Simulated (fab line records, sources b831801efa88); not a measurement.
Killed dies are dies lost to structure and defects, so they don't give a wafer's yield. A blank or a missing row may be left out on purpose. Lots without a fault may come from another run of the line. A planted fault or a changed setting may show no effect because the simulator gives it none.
Which tool did it? | flow gf180mcu | 15 lots, 45 wafers sampled, at 3 steps of a route of 602

WHAT THE GAUGES READ, wafer by wafer
GF_MVSD_OVL_MEAS_07. Usual: MVSD_OVL 0.7 nm, standard deviation 1.8.
lot  | measured    | on         | MVSD_OVL (nm)  | flag
L325 | day 4 16:46 | overlay-02 | 3.1 1.9 0.2    |
L326 | day 4 20:53 | overlay-01 | -0.5 2.5 -0.8  |
L328 | day 5 13:31 | overlay-02 | 0.7 1.7 1.7    |
L330 | day 5 16:26 | overlay-02 | 0.0 -0.1 0.1   |
L331 | day 5 22:58 | overlay-02 | 0.1 -2.1 -0.7  |
L332 | day 6 02:24 | overlay-01 | -0.9 -1.5 -0.1 |
L334 | day 6 14:20 | overlay-01 | 1.5 0.9 1.9    |
L335 | day 6 23:03 | overlay-02 | 1.2 2.4 2.0    |
L336 | day 7 00:14 | overlay-01 | -1.9 -0.6 -0.6 |
L337 | day 7 08:23 | overlay-02 | -1.8 1.0 -0.4  |
L338 | day 7 14:57 | overlay-02 | 0.9 3.0 3.9    |
L339 | day 7 19:19 | overlay-01 | 0.6 1.7 3.3    |
L340 | day 8 01:36 | overlay-01 | 5.2 3.1 1.7    |
L341 | day 8 07:06 | overlay-01 | 1.6 -0.4 0.6   |
L342 | day 8 13:59 | overlay-01 | -0.2 -0.5 0.0  |

GF_CONTACT_OVL_MEAS_15. Usual: CONTACT_OVL 1 nm, standard deviation 4.9.
lot  | measured     | on         | CONTACT_OVL (nm) | flag
L325 | day 16 12:32 | overlay-01 | 2 -2 -4          |
L326 | day 16 15:01 | overlay-01 | 5 9 6            |
L328 | day 17 15:07 | overlay-02 | -6 0 -1          |
L330 | day 18 01:02 | overlay-02 | 4 3 1            |
L331 | day 18 06:52 | overlay-02 | 2 9 1            |
L332 | day 18 11:25 | overlay-01 | 4 4 6            |
L334 | day 19 10:02 | overlay-01 | -8 4 0           |
L335 | day 20 00:13 | overlay-02 | 3 8 4            |
L336 | day 20 07:11 | overlay-01 | -5 -7 -10        |
L337 | day 20 14:16 | overlay-02 | 4 0 0            |
L338 | day 20 23:23 | overlay-02 | 10 5 -3          |
L339 | day 21 06:29 | overlay-02 | 4 2 2            |

WHICH TOOL RAN EACH LOT (tool, then ch and the chambers of the sampled wafers, then the start)
lot  | GF_HV_LDD_DEVELOP_18
L325 | litho_track-02 ch 0, day 11 01:56
L326 | litho_track-04 ch 0, day 11 05:46
L328 | litho_track-04 ch 0, day 12 03:17
L330 | litho_track-02 ch 0, day 12 10:07
L331 | litho_track-04 ch 0, day 12 15:37
L332 | litho_track-02 ch 0, day 12 18:50
L334 | litho_track-03 ch 0, day 13 13:14
L335 | litho_track-03 ch 0, day 14 01:05
L336 | litho_track-02 ch 0, day 14 06:07
L337 | litho_track-02 ch 0, day 14 13:49
L338 | litho_track-04 ch 0, day 14 22:08
L339 | litho_track-02 ch 0, day 15 03:37
L340 | litho_track-03, day 15 12:05
L341 | litho_track-02, day 15 18:56
L342 | litho_track-03, day 16 08:44
- GF_HV_LDD_DEVELOP_18: develop time 60 s.

WHAT THE TOOLS THEMSELVES READ (means of the sampled wafers that have a number; where no wafer has one, the mark that the record gives instead)
GF_HV_LDD_DEVELOP_18. Usual: chill_plate_temp_C 23.01 C, standard deviation 0.094.
lot  | tool           | chill_plate_temp_C (C) | flag
L325 | litho_track-02 | 23.01                  |
L326 | litho_track-04 | 23.04                  |
L328 | litho_track-04 | 22.98                  |
L330 | litho_track-02 | 22.93                  |
L331 | litho_track-04 | 23.00                  |
L332 | litho_track-02 | 22.94                  |
L334 | litho_track-03 | 23.00                  |
L335 | litho_track-03 | 23.05                  |
L336 | litho_track-02 | 22.92                  |
L337 | litho_track-02 | 23.04                  |
L338 | litho_track-04 | 23.13                  |
L339 | litho_track-02 | 23.06                  |
L340 | litho_track-03 | -                      | OFF
L341 | litho_track-02 | -                      | OFF
L342 | litho_track-03 | -                      | OFF

THE ANSWER, worked out from the rows above alone
Rule: a lot is off if the mean of its wafers that have a number lies more than 3 standard deviations from the usual mean. A lot without any number at a reading at which 4 lots or more have one is off too. The other lots that the step has rows for count as sound. The gauges are gone through in route order, then the tools' own readings, and for those a lot's mean is taken as printed above. The first step at which some lot is off is used, and at that step the reading that is off furthest; a lot without a number counts as furthest.
Off: L340, L341, L342, at GF_HV_LDD_DEVELOP_18 (chill_plate_temp_C). Without a number there: L340, L341, L342.
A tool fits if, at that step or a process step before it, it ran every lot that is off, and no sound lot after the first of them. None of those tried fits.

WHAT THE SIMULATOR HAD PUT IN
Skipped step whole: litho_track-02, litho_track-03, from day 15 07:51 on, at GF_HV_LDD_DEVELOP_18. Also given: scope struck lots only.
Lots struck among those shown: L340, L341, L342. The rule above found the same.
